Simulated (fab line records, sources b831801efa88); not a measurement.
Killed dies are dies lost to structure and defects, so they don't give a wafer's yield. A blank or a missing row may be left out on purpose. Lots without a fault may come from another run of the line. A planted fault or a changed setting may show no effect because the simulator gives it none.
A struck lot beside a sound one | flow sky130 | 19 steps out of a route of 708
Sound: wafers L755.1, L755.2, L755.6. Struck: wafers L774.2, L774.4, L774.5. The cause comes at the end.
At each step with rows: each side's tool, then ch and its chambers, then its first start. Under that, the readings that differ: sound wafers | struck wafers | difference of the means | sigmas: that difference in standard deviations of wafers without a fault.
alike: readings whose means differ by less than 2 such deviations, and words and numbers that are the same on both sides. not compared: withheld readings, readings that some wafer has no value for, bounds like >300 that may hide the same value, and numbers for which the record gives no deviation and whose values overlap.
The two part at a step that has a row with sigmas, a row that says differs or no value, or rows on one side only. Numbers that don't overlap but have no deviation are shown without sigmas and don't part them. A reading that every wafer of one side lacks parts them only if that side has two wafers or more.

first, 1 step without rows for these wafers: SKY_VIA1_ETCH_15 (etches SiO2 in C4F8/O2/Ar, stops on TiN, target depth 351 nm, time 54 s).
SKY_VIA1_STRIP_16: strips in O2/N2.
  sound on plasma_asher-01 ch 0,1, day 35 13:47; struck on plasma_asher-03 ch 0,1, day 40 06:33
  alike: drypump_motor_current_A, oes_product_au, strip_time_to_endpoint_s
  not compared: rf_hours_counter_h
then, 4 steps without rows for these wafers: SKY_VIA1_STRIP_17 (strips in post etch residue remover, time 1200 s); SKY_VIA1_CLEAN_18 (cleans in IPA, time 180 s); SKY_VIA1_CLEAN_19 (cleans in O3/DIW); SKY_VIA1_SPUTTER_20 (material TiN, target thk 20 nm, time 80 s).
SKY_VIA1_CVD_21: deposits W, target thk 270 nm, time 80.902 s.
  sound on cvd_w-02 ch 0,1, day 35 14:26; struck on cvd_w-01 ch 1, day 40 07:12
  alike: heater_power_w
SKY_VIA1_RS_MEAS_22: measures by four-point-probe.
  sound on film_metro-01, day 35 14:32; struck on film_metro-04, day 40 07:19
  reading            | sound             | struck            | difference | sigmas
  VIA1_W_RS (ohm/sq) | 0.433 0.434 0.432 | 0.419 0.423 0.420 | -0.012     | -2
SKY_VIA1_THK_MEAS_23: measures by xrf.
  sound on film_metro-01, day 35 14:39; struck on film_metro-04, day 40 07:25
  reading         | sound       | struck      | difference | sigmas
  VIA1_W_THK (nm) | 265 265 268 | 279 278 279 | +13        | +3
then, 1 step without rows for these wafers: SKY_VIA1_CMP_24 (polishes, stops on SiO2, t overpolish 15 s, target thk 0 nm).
SKY_METAL2_SPUTTER_00: material Ti, target thk 15 nm, time 10 s.
  sound on pvd_sputter-04, day 35 15:01; struck on pvd_sputter-04, day 40 07:46
  alike: throttle_valve_pct
then, 1 step without rows for these wafers: SKY_METAL2_SPUTTER_01 (material TiN, target thk 20 nm, time 16.7 s).
SKY_METAL2_SPUTTER_02: material AlCu, target thk 250 nm, time 13.3 s.
  sound on pvd_sputter-04, day 35 15:04; struck on pvd_sputter-04, day 40 07:49
  reading                                     | sound             | struck            | difference | sigmas
  model.AlCu_of_METAL2_SPUTTER_02.thk_nm (nm) | 250.8 248.2 251.5 | 217.4 221.2 219.9 | -30.7      |
  alike: throttle_valve_pct
SKY_METAL2_SPUTTER_03: material Ti, target thk 5 nm, time 3.3 s.
  sound on pvd_sputter-04, day 35 15:05; struck on pvd_sputter-04, day 40 07:50
  alike: throttle_valve_pct
SKY_METAL2_SPUTTER_04: material TiN, target thk 70 nm, time 58.3 s.
  sound on pvd_sputter-04, day 35 15:06; struck on pvd_sputter-04, day 40 07:52
  alike: throttle_valve_pct
SKY_METAL2_RS_MEAS_05: measures by four-point-probe.
  sound on film_metro-03, day 35 15:09; struck on film_metro-01, day 40 07:56
  reading                 | sound                | struck               | difference | sigmas
  METAL2_ALCU_RS (ohm/sq) | 0.1261 0.1274 0.1258 | 0.1458 0.1431 0.1442 | +0.0179    | +13
SKY_METAL2_THK_MEAS_06: measures by xrf.
  sound on film_metro-03, day 35 15:16; struck on film_metro-01, day 40 08:02
  reading              | sound       | struck      | difference | sigmas
  METAL2_ALCU_THK (nm) | 248 244 248 | 215 220 218 | -29        | -9
then, 1 step without rows for these wafers: SKY_METAL2_DEHYDRATE_07 (time 60 s).
-- the record jumps here: 10 days lie between the struck wafers' starts before and after (it left off in module METAL2 and takes up again in module PAD_OPEN, whose first step shown is number 708 of the route) --
SKY_PAD_OPEN_PROBE_99:
  sound on prober-02, day 47 02:42; struck on prober-01, day 50 13:34
  reading                      | sound               | struck              | difference | sigmas
  model.etest.met2.line_ohm_um | 0.9377 0.924 0.9455 | 1.116 1.087 1.084   | +0.160     |
  model.etest.met2.rs_ohm_sq   | 0.128 0.1293 0.1284 | 0.149 0.1464 0.1467 | +0.019     |
  alike: defect_limited_yield, killed_at_M0_to_M3, killed_at_M4_up, killed_at_contacts, killed_at_front_end, killed_at_other, killed_dies, killed_on_rim, killed_open, killed_short, sort_bin_3_pad_short, sort_bin_5_function, sort_bin_6_memory, sort_n_pass, sort_yield_pct

WHERE THEY PART
First at SKY_VIA1_RS_MEAS_22; last, within this record, at SKY_METAL2_THK_MEAS_06. Later steps at which nothing parts them and some readings are alike: SKY_PAD_OPEN_PROBE_99.

WHY: what the simulator had put in
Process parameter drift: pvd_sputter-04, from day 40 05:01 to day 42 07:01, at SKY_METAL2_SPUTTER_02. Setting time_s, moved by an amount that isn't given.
